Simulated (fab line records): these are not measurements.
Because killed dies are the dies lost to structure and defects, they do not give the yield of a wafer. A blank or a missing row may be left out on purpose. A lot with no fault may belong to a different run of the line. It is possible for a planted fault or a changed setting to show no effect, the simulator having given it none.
fab line records    flow gf180mcu
record: lots: 12  wafers: 35  lastDay: 34
route steps=602 shown V2@384 V3@450 V4@481
lots untouched by any fault: they come from a run of this same line in which no faults occurred
startH: start of the lot's first displayed wafer, in hours after the record's first day    waitH: hours since the lot's step before    " repeats the value in the row above    L1.1+2: several wafers, shown together as one row    - no value, or no start was given    * or withheld: withheld    < > ~ a bound
route shown NAME@n: NAME is a module with steps in the file, n the number in the route of the first one    usual: mean/standard deviation taken from wafers without a fault    same: alike in all rows    chamber/n: place in a boat    sites: readings site by site    _std_site: standard deviation across them    _edge_site: outer sites' mean less inner sites'    radiusMm: how far each site lies from the wafer's centre    mask NAME#n: copy n    behind: the last tool/chamber to shape the wafer    hold: what put the lot on hold/how long, in hours/how the hold closed    device: whichever transistor did not switch (one of n, p or np)    end of line: tests of these same wafers at the route's end    a step with no rows: only its recipe    killed: dies that structure and defects cost at the first sort, which is not the same as the wafer's yield    map: per-die view of a wafer (x killed, . not killed, _ where there is no die)
set.NAME: the setting as run; set.NAME@STEP: as run at that earlier step    model.NAME: the simulator's own value behind a step, which no gauge read
one table for each step of the route and one row for each wafer, over a sample of lots
services: the hour from which a tool's chamber was out of use, counted from the record's first day as startH (under 0 if before that day), plus the number of hours and why
== steps ==
step: GF_V2_CVD_02
recipe: material: SiO2  targetThkNm: 850  precursor: TEOS  tempC: 400  timeS: 94.851  rfW: 600
usual: heaterPowerW: 610/84
lot.wafer  tool      chamber  startH  waitH  heaterPowerW
L905.1     pecvd-01  2        446.80  0.1    555
L905.2     "         1        "       "      422
L905.6     "         1        "       "      465
L907.1     pecvd-04  2        465.40  0.1    580
L907.3     "         0        "       "      684
L907.6     "         1        "       "      557
L908.1     pecvd-04  1        470.30  0.1    736
L908.3     "         0        "       "      713
L908.6     "         2        "       "      602
L910.3     pecvd-04  0        489.88  0.0    688
L910.4     "         1        "       "      582
L910.6     "         2        "       "      553
L912.2     pecvd-04  2        505.36  0.0    619
L912.3     "         1        "       "      620
L919.2     pecvd-04  0        564.04  0.0    718
L919.3     "         1        "       "      729
L919.5     "         1        "       "      573
L920.2     pecvd-02  0        567.36  0.0    639
L920.3     "         1        "       "      686
L920.5     "         1        "       "      558
L922.1     pecvd-04  2        588.18  0.1    539
L922.4     "         2        "       "      584
L922.5     "         0        "       "      730
L923.1     pecvd-02  0        594.17  0.1    587
L923.3     "         1        "       "      584
L923.4     "         2        "       "      647
L925.1     pecvd-01  1        616.82  0.1    465
L925.4     "         0        "       "      697
L925.5     "         1        "       "      499
L927.1     pecvd-01  1        626.80  0.1    515
L927.4     "         1        "       "      532
L927.5     "         2        "       "      452
L926.3     pecvd-04  2        628.89  0.0    582
L926.4     "         1        "       "      722
L926.5     "         2        "       "      615
step: GF_V2_THK_MEAS_03
recipe: reads: SiO2_of_V2_CVD_02
usual: V2_CVD_02_THK: 853/14
lot.wafer  tool          chamber  startH  waitH  V2_CVD_02_THK[nm]
L905.1     filmMetro-04  -        446.87  0.0    862
L905.2     "             -        "       "      877
L905.6     "             -        "       "      882
L907.1     filmMetro-02  -        465.47  0.0    829
L907.3     "             -        "       "      850
L907.6     "             -        "       "      845
L908.1     filmMetro-02  -        470.37  0.0    831
L908.3     "             -        "       "      852
L908.6     "             -        "       "      853
L910.3     filmMetro-02  -        489.97  0.1    830
L910.4     "             -        "       "      846
L910.6     "             -        "       "      1617
L912.2     filmMetro-04  -        505.44  0.0    1594
L912.3     "             -        "       "      838
L919.2     filmMetro-02  -        564.12  0.0    843
L919.3     "             -        "       "      837
L919.5     "             -        "       "      862
L920.2     filmMetro-04  -        567.44  0.0    846
L920.3     "             -        "       "      853
L920.5     "             -        "       "      869
L922.1     filmMetro-02  -        588.25  0.0    846
L922.4     "             -        "       "      850
L922.5     "             -        "       "      848
L923.1     filmMetro-04  -        594.24  0.0    860
L923.3     "             -        "       "      866
L923.4     "             -        "       "      862
L925.1     filmMetro-03  -        616.89  0.0    840
L925.4     "             -        "       "      862
L925.5     "             -        "       "      851
L927.1     filmMetro-02  -        626.87  0.0    840
L927.4     "             -        "       "      853
L927.5     "             -        "       "      859
L926.3     filmMetro-03  -        628.98  0.1    846
L926.4     "             -        "       "      851
L926.5     "             -        "       "      850
step: GF_V2_CMP_04
recipe: material: SiO2  downForcePsi: 4  platenRpm: 60  padVelocityMS: 0.94248
usual: motorCurrentA: 11.7/0.79  slurryFlowMlMin: 150.0/0.48  timeToEndpointS: 80/7.5
lot.wafer  tool    chamber  startH  waitH  motorCurrentA  slurryFlowMlMin  timeToEndpointS
L905.1     cmp-01  1        446.93  0.1    12.0           149.9            78
L905.2     "       2        "       "      10.9           150.0            77
L905.6     "       2        "       "      11.4           150.5            83
L907.3     cmp-01  2        465.53  0.0    11.1           149.4            70
L907.1     "       3        "       "      11.4           149.3            77
L907.6     "       2        "       "      10.9           149.6            70
L908.1     cmp-02  2        470.53  0.1    10.8           150.3            79
L908.3     "       3        "       "      11.7           149.6            81
L908.6     "       1        "       "      12.2           149.7            83
L910.4     cmp-02  0        490.01  0.0    13.0           150.1            80
L910.3     "       2        "       "      10.3           150.1            80
L910.6     "       0        "       "      12.8           149.8            367
L912.3     cmp-01  2        505.49  0.0    10.9           149.6            67
L912.2     "       1        "       "      11.8           150.2            357
L919.2     cmp-02  3        564.27  0.1    10.9           150.2            78
L919.3     "       0        "       "      12.8           150.3            75
L919.5     "       2        "       "      11.0           150.2            91
L920.2     cmp-01  3        567.59  0.1    12.0           150.1            77
L920.3     "       0        "       "      11.5           149.8            83
L920.5     "       1        "       "      11.9           149.7            83
L922.4     cmp-01  2        588.36  0.1    11.2           150.2            70
L922.1     "       0        "       "      11.7           150.1            80
L922.5     "       2        "       "      10.6           150.5            71
L923.4     cmp-01  2        594.35  0.1    10.3           150.3            74
L923.3     "       3        "       "      11.8           149.9            85
L923.1     "       0        "       "      11.4           150.3            81
L925.4     cmp-02  1        616.95  0.0    11.5           149.0            86
L925.1     "       3        "       "      11.3           149.8            79
L925.5     "       1        "       "      11.5           149.8            83
L927.4     cmp-01  0        626.93  0.0    12.1           149.7            74
L927.1     "       3        "       "      11.1           149.5            71
L927.5     "       1        "       "      12.3           149.5            74
L926.4     cmp-01  2        629.07  0.1    10.9           149.4            70
L926.3     "       0        "       "      11.9           150.5            74
L926.5     "       1        "       "      12.4           149.2            73
step: GF_V2_CVD_23
recipe: material: W  targetThkNm: 350  timeS: 104.94  tempC: 400  pressureTorr: 40
usual: heaterPowerW: 816/77
lot.wafer  tool     chamber  startH  waitH  heaterPowerW
L905.1     cvdW-01  1        471.90  0.0    793
L905.2     "        0        "       "      932
L905.6     "        0        "       "      939
L907.1     cvdW-01  0        490.96  0.0    928
L907.3     "        0        "       "      961
L907.6     "        1        "       "      798
L908.1     cvdW-01  1        494.64  0.0    777
L908.3     "        0        "       "      932
L908.6     "        1        "       "      784
L910.3     cvdW-01  1        514.33  0.1    794
L910.4     "        0        "       "      924
L910.6     "        1        "       "      779
L912.2     cvdW-02  1        533.22  0.0    765
L912.3     "        1        "       "      759
L919.2     cvdW-02  1        587.09  0.0    758
L919.3     "        0        "       "      731
L919.5     "        0        "       "      741
L920.2     cvdW-01  1        590.61  0.0    792
L920.3     "        1        "       "      768
L920.5     "        0        "       "      918
L922.1     cvdW-02  0        610.55  0.0    750
L922.4     "        1        "       "      750
L922.5     "        0        "       "      769
L923.1     cvdW-01  0        616.00  0.0    940
L923.3     "        0        "       "      904
L923.4     "        1        "       "      794
L925.1     cvdW-01  0        638.19  0.0    941
L925.4     "        0        "       "      924
L925.5     "        0        "       "      936
L927.1     cvdW-02  1        649.41  0.0    752
L927.4     "        0        "       "      755
L927.5     "        1        "       "      759
L926.3     cvdW-01  0        651.82  0.1    945
L926.4     "        0        "       "      921
L926.5     "        0        "       "      933
step: GF_V3_SPUTTER_21
recipe: material: Ti  targetThkNm: 15  chamberPressurePa: 5  powerW: 2500  substrateTempC: 200  timeS: 80.02
usual: chamberPressurePa: 4.999/0.0096  throttleValvePct: 29.8/1
lot.wafer  tool           chamber  startH  waitH  chamberPressurePa  throttleValvePct
L905.1     pvdSputter-01  -        521.92  0.0    5.008              29.9
L905.2     "              -        "       "      4.999              31.0
L905.6     "              -        "       "      4.974              29.5
L907.1     pvdSputter-01  -        539.49  0.0    5.008              29.7
L907.3     "              -        "       "      5.003              30.8
L907.6     "              -        "       "      5.003              29.7
L908.1     pvdSputter-03  -        543.41  0.0    4.989              32.1
L908.3     "              -        "       "      4.987              28.5
L908.6     "              -        "       "      4.996              28.4
L910.3     pvdSputter-01  -        562.33  0.0    5.005              30.7
L910.4     "              -        "       "      5.007              29.5
L910.6     "              -        "       "      4.994              30.8
L912.2     pvdSputter-01  -        579.89  0.0    5.009              29.6
L912.3     "              -        "       "      4.981              29.0
L919.2     pvdSputter-01  -        632.02  0.0    4.987              31.2
L919.3     "              -        "       "      4.985              29.9
L919.5     "              -        "       "      4.994              29.6
L920.2     pvdSputter-04  -        635.62  0.0    5.000              28.8
L920.3     "              -        "       "      5.012              29.3
L920.5     "              -        "       "      5.018              29.5
L922.1     pvdSputter-03  -        655.86  0.0    5.011              30.5
L922.4     "              -        "       "      4.976              28.7
L922.5     "              -        "       "      5.000              30.6
L923.1     pvdSputter-01  -        659.95  0.0    4.994              29.0
L923.3     "              -        "       "      5.000              29.5
L923.4     "              -        "       "      5.009              29.6
L925.1     pvdSputter-04  -        680.70  0.0    4.996              30.3
L925.4     "              -        "       "      5.010              29.4
L925.5     "              -        "       "      5.000              30.5
L927.1     pvdSputter-01  -        690.99  0.0    4.995              29.8
L927.4     "              -        "       "      4.994              28.5
L927.5     "              -        "       "      4.987              28.9
L926.3     pvdSputter-04  -        694.57  0.0    4.983              30.3
L926.4     "              -        "       "      5.000              29.5
L926.5     "              -        "       "      5.015              28.8
step: GF_V4_BOW_MEAS_05
recipe: mode: bow
usual: V4_BOW: 134/9.8
lot.wafer  tool          chamber  startH  waitH  V4_BOW[um]
L905.1     filmMetro-02  -        546.58  0.2    137
L905.2     "             -        "       "      133
L905.6     "             -        "       "      127
L907.1     filmMetro-02  -        563.74  0.1    140
L907.3     "             -        "       "      135
L907.6     "             -        "       "      128
L908.1     filmMetro-03  -        567.31  0.2    136
L908.3     "             -        "       "      138
L908.6     "             -        "       "      139
L910.3     filmMetro-03  -        586.34  0.2    145
L910.4     "             -        "       "      135
L910.6     "             -        "       "      128
L912.2     filmMetro-04  -        603.69  0.2    125
L912.3     "             -        "       "      116
L919.2     filmMetro-02  -        654.65  0.2    145
L919.3     "             -        "       "      131
L919.5     "             -        "       "      131
L920.2     filmMetro-03  -        657.37  0.1    135
L920.3     "             -        "       "      122
L920.5     "             -        "       "      123
L922.1     filmMetro-03  -        677.56  0.2    131
L922.4     "             -        "       "      119
L922.5     "             -        "       "      123
L923.1     filmMetro-03  -        682.01  0.2    140
L923.3     "             -        "       "      150
L923.4     "             -        "       "      141
L925.1     filmMetro-03  -        701.43  0.1    140
L925.4     "             -        "       "      122
L925.5     "             -        "       "      124
L927.1     filmMetro-02  -        711.38  0.2    144
L927.4     "             -        "       "      132
L927.5     "             -        "       "      132
L926.3     filmMetro-02  -        715.57  0.2    122
L926.4     "             -        "       "      132
L926.5     "             -        "       "      150
== services ==
tool           chamber  startH  hours  kind
cmp-01         -        442.38  1.2    repair
cmp-02         -        442.97  4.0    repair
cmp-02         -        456.17  4.0    repair
cvdW-02        -        457.65  0.9    repair
cvdW-02        0        466.00  8.7    repair
cmp-02         -        490.37  0.4    repair
cmp-02         -        511.99  0.8    repair
cmp-02         -        515.82  0.3    repair
cmp-01         -        523.26  3.9    repair
pvdSputter-01  -        530.51  1.1    repair
cvdW-02        1        531.70  1.4    repair
cmp-01         -        572.27  4.0    pm
pecvd-01       -        589.70  6.0    pm
pvdSputter-04  -        592.31  1.6    repair
cvdW-01        0        592.85  2.8    repair
cmp-01         -        595.47  1.3    repair
cvdW-01        -        596.88  1.1    repair
cmp-02         -        600.53  1.2    repair
cmp-02         -        624.68  5.9    pm
cvdW-01        1        644.82  11.3   repair
cvdW-02        -        651.89  1.6    repair
cvdW-02        0        671.42  5.1    repair
cvdW-02        0        679.01  6.7    repair
cvdW-01        -        683.70  6.9    pm
== key ==
firstSign: step: GF_V2_THK_MEAS_03  reading: V2_CVD_02_THK  direction: up  sigmas: 53  usual: 853  struck: 1606
effect: step: GF_V2_CMP_04  reading: timeToEndpointS  direction: up  sigmas: 37  usual: *  struck: *
metAt GF_V2_CVD_02
struckLots L910,L912
struckWafers L910.6,L912.2
notActingAt GF_V2_CVD_23,GF_V3_SPUTTER_21,GF_V4_BOW_MEAS_05
onsetBetween 470.30 489.88
fault: kind: processParameterDrift  tool: pecvd-04  chamber: -  onsetH: 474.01  steps: GF_V2_CVD_02  channel: targetThkNm  offset: 769.99  shape: step  endH: 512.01  scope: struckWafersOnly  actsIn: theseRecipesOnly  stated: 850
